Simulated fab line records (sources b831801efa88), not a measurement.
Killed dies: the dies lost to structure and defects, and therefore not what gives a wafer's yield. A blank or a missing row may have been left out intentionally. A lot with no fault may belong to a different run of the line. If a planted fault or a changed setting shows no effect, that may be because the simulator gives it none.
Problem report in the 8D (eight disciplines) form, filled by code -- flow sky130 -- the parts of the form that need people (team, actions taken, sign-off) are left out

## 1. PROBLEM STATEMENT
Mean of developer temp C at SKY_METAL2_DEVELOP_14: 21.82 C across 6 wafers in 2 lots; on wafers with no fault it is 20.98 C (standard deviation 0.11). That is +7.6 standard deviations from the usual mean.
The step: develop time 60 s.
Earliest sighting: wafer L328.2 on litho track-03 at day 39 04:00. At this step, 36 wafers from 12 lots have a number in the record. The rule behind "out" and "out of limits": a value lying over 4 standard deviations away from the usual mean. All remaining wafers that have a number are taken as sound.

## 2. WHAT IT IS; WHAT IT IS NOT
question,is,is not
which readings at this step,developer temp C,resist line temp C
which lots,"L328, L329","L317, L318, L319, L323, L330, L332, L334, L335, L337, L338"
which wafers of those lots,all that have a number,-
read on which tools,litho track-03,"litho track-01, litho track-04"
when,from day 39 04:00,"up to then (12 sound wafers); but 18 sound wafers of L330, L332, L334, L335, L337, L338 came after"

## 3. THE SUSPECTS, EACH WITH WHAT RULES IT OUT
Counting: a tool stays on the suspect list if, at a process step up to the reading, it processed all lots that are out and no sound lot following the first of them.
- cmp-01 at SKY_CONTACT_CMP_27 (polishes, stops on SiO2, t overpolish 15 s, target thk 0 nm): ruled out as a lasting fault. The sound lots L330, L337 went through it after L328, its earliest lot that is out (day 36 00:28).
- pvd sputter-04 at SKY_METAL2_SPUTTER_01 (material TiN, target thk 20 nm, time 16.7 s): ruled out as a lasting fault. The sound lots L330, L337, L338 went through it after L328, its earliest lot that is out (day 38 03:32).
- litho track-03 at SKY_METAL2_DEVELOP_14 (develop time 60 s): kept. It ran every lot that is out, first L328 (day 39 04:00), and no sound lot after that; its last sound lot up to then is L323 (day 37 17:00). On those wafers its own readings are out: developer temp C.
Left after counting: litho track-03 at SKY_METAL2_DEVELOP_14.

## 4. THE CAUSE (what the simulator had put in)
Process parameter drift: litho track-03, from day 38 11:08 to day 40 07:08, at SKY_METAL2_DEVELOP_14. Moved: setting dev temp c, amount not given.
This tool alone remained once counting was done.

## 5. SEQUENCE OF EFFECTS, ordered by route
One row per reading whose mean, taken over the struck wafers that have a number, lies over 3 standard deviations from the usual. Scope: only readings with a usual standard deviation given in the record; hours: median across lots of the time from each lot's start at the first step in this table that gives one to its start at this step; sigmas: change in usual standard deviations.
hours,step,reading,usual,on struck wafers,change,sigmas
0,SKY_METAL2_DEVELOP_14,developer temp C,20.98 C,21.82,+0.84,+7.6
It contains these process steps:
- SKY_METAL2_DEVELOP_14: develop time 60 s.

## 6. HOW IT WOULD HAVE BEEN CAUGHT EARLIER
17 hours passed between the start of the fault at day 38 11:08 and the first reading out of limits in this record, taken at day 39 04:00.
